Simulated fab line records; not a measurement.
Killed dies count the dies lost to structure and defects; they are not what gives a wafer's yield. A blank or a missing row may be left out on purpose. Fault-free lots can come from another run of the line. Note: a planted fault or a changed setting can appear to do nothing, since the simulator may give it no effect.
Which tool did it? || flow sky130 || 12 lots, 36 wafers sampled, at 2 steps of a route of 708

## WHAT EACH GAUGE READ, for each wafer
SKY_LOCAL_INTERCONNECT_OVL_MEAS_12.
{"lot": "L075", "measured": "day 31 02:10", "on": "overlay-02", "LOCAL_INTERCONNECT_OVL (nm)": "2 9 9"}
{"lot": "L077", "measured": "day 31 18:59", "on": "overlay-01", "LOCAL_INTERCONNECT_OVL (nm)": "3 -8 -1"}
{"lot": "L079", "measured": "day 32 07:33", "on": "overlay-01", "LOCAL_INTERCONNECT_OVL (nm)": "-7 -4 -10"}
{"lot": "L081", "measured": "day 32 20:34", "on": "overlay-02", "LOCAL_INTERCONNECT_OVL (nm)": "-10 -6 -3"}
{"lot": "L083", "measured": "day 33 12:41", "on": "overlay-01", "LOCAL_INTERCONNECT_OVL (nm)": "1 -6 4"}
{"lot": "L085", "measured": "day 34 04:23", "on": "overlay-01", "LOCAL_INTERCONNECT_OVL (nm)": "-1 5 2"}
{"lot": "L087", "measured": "day 34 17:15", "on": "overlay-01", "LOCAL_INTERCONNECT_OVL (nm)": "-5 -1 2"}
{"lot": "L089", "measured": "day 35 08:52", "on": "overlay-01", "LOCAL_INTERCONNECT_OVL (nm)": "-5 2 -8"}
{"lot": "L091", "measured": "day 36 05:44", "on": "overlay-02", "LOCAL_INTERCONNECT_OVL (nm)": "-6 -7 0"}
{"lot": "L093", "measured": "day 36 07:41", "on": "overlay-01", "LOCAL_INTERCONNECT_OVL (nm)": "-2 -5 -6"}
{"lot": "L095", "measured": "day 37 10:05", "on": "overlay-02", "LOCAL_INTERCONNECT_OVL (nm)": "-13 -7 -13"}
{"lot": "L097", "measured": "day 38 04:42", "on": "overlay-01", "LOCAL_INTERCONNECT_OVL (nm)": "-5 1 0"}

## TOOL THAT RAN EACH LOT (tool first, then ch and the chambers of the sampled wafers, then the start)
{"lot": "L075", "SKY_FIELD_ISO_STRIP_16": "plasma asher-03 ch 0,1, day 2 10:23"}
{"lot": "L077", "SKY_FIELD_ISO_STRIP_16": "plasma asher-02 ch 0,1, day 2 20:53"}
{"lot": "L079", "SKY_FIELD_ISO_STRIP_16": "plasma asher-02 ch 0,1, day 3 08:38"}
{"lot": "L081", "SKY_FIELD_ISO_STRIP_16": "plasma asher-02 ch 0,1, day 3 18:19"}
{"lot": "L083", "SKY_FIELD_ISO_STRIP_16": "plasma asher-02 ch 0,1, day 4 05:29"}
{"lot": "L085", "SKY_FIELD_ISO_STRIP_16": "plasma asher-03 ch 0,1, day 4 14:50"}
{"lot": "L087", "SKY_FIELD_ISO_STRIP_16": "plasma asher-04 ch 0,1, day 5 00:16"}
{"lot": "L089", "SKY_FIELD_ISO_STRIP_16": "plasma asher-04 ch 0,1, day 5 10:01"}
{"lot": "L091", "SKY_FIELD_ISO_STRIP_16": "plasma asher-03 ch 0,1, day 5 21:38"}
{"lot": "L093", "SKY_FIELD_ISO_STRIP_16": "plasma asher-04 ch 1, day 6 07:44"}
{"lot": "L095", "SKY_FIELD_ISO_STRIP_16": "plasma asher-02 ch 0,1, day 6 20:05"}
{"lot": "L097", "SKY_FIELD_ISO_STRIP_16": "plasma asher-02 ch 0,1, day 7 05:38"}
- SKY_FIELD_ISO_STRIP_16: strips in O2/N2.

## THE ANSWER, worked out from the rows above alone
Rule: what is usual is taken from the lots themselves. The widest of any qualifying gaps counts: lots, ordered by their means at a reading, are off when they make up no more than a third of the lots, leave a main group of 4 or more, and stand apart from it by 3 or more times the standard deviation of that group's means. A main group is skipped when, at the precision printed for the reading in the tables above, its means are all equal. A lot without any number at a reading at which 4 lots or more have one is off too. Any other lot the step has rows for is counted as sound.
Across all readings shown, no lot is off: no conclusion can be drawn from this.

## WHAT THE SIMULATOR PUT IN
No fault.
